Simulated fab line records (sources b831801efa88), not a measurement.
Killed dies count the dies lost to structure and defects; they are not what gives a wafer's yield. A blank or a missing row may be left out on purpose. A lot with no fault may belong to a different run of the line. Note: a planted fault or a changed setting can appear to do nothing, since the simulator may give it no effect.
Which tool is to blame? + flow gf180mcu + 18 wafers from 6 lots sampled at 2 of the route's 602 steps

WHAT THE GAUGES SHOWED, per wafer
GF_VT_IMPLANT_RS_MEAS_49: the measuring method here is four-point-probe.
| lot  | measured     | on            | MVPSD_RS (ohm/sq) |
|------|--------------|---------------|-------------------|
| L219 | day 8 15:16  | film_metro-02 | 1160 1163 1163    |
| L221 | day 9 04:26  | film_metro-02 | 1170 1168 1168    |
| L223 | day 9 18:24  | film_metro-04 | 1169 1173 1173    |
| L230 | day 12 03:43 | film_metro-03 | 1149 1152 1147    |
| L236 | day 13 14:16 | film_metro-03 | 1169 1165 1167    |
| L237 | day 14 02:16 | film_metro-04 | 1172 1176 1174    |

WHAT TOOL EACH LOT RAN ON (gives the tool, then ch and the chambers of the sampled wafers, and finally the start)
| lot  | GF_MVPSD_IMPLANT_08             |
|------|---------------------------------|
| L219 | implanter-01 ch 0, day 6 00:46  |
| L221 | implanter-03 ch 0, day 6 10:36  |
| L223 | implanter-03 ch 0, day 6 22:32  |
| L230 | implanter-03 ch 0, day 9 03:32  |
| L236 | implanter-02 ch 0, day 10 09:28 |
| L237 | implanter-02 ch 0, day 10 20:17 |
- GF_MVPSD_IMPLANT_08

THE ANSWER, worked out from the rows above alone
Rule: the lots themselves supply what counts as usual. The widest of any qualifying gaps counts: lots, ordered by their means at a reading, are off when they make up no more than a third of the lots, leave a main group of 4 or more, and stand apart from it by 3 or more times the standard deviation of that group's means. Not used: any main group whose means are identical at the precision the tables above print for the reading. A lot without any number at a reading at which 4 lots or more have one is off too. Any other lot the step has rows for is counted as sound.
Off: L230, at GF_VT_IMPLANT_RS_MEAS_49 (MVPSD_RS). Mean 1169 ohm/sq and standard deviation 4.1 in the main group.
A tool fits if, at a process step before that reading, it ran every lot that is off, and no sound lot after the first of them. The gauges at GF_VT_IMPLANT_RS_MEAS_49 are tried like those tools. One fits: GF_MVPSD_IMPLANT_08 on implanter-03. Its last sound lot is L223 (day 6 22:32), its first lot that is off L230 (day 9 03:32): a fault that began between those two fits.

WHAT THE SIMULATOR PUT IN
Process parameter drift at GF_MVPSD_IMPLANT_08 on implanter-03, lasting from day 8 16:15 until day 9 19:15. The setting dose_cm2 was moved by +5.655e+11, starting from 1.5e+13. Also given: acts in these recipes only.
Struck lots among those shown: L230. The rule above reached the same finding.
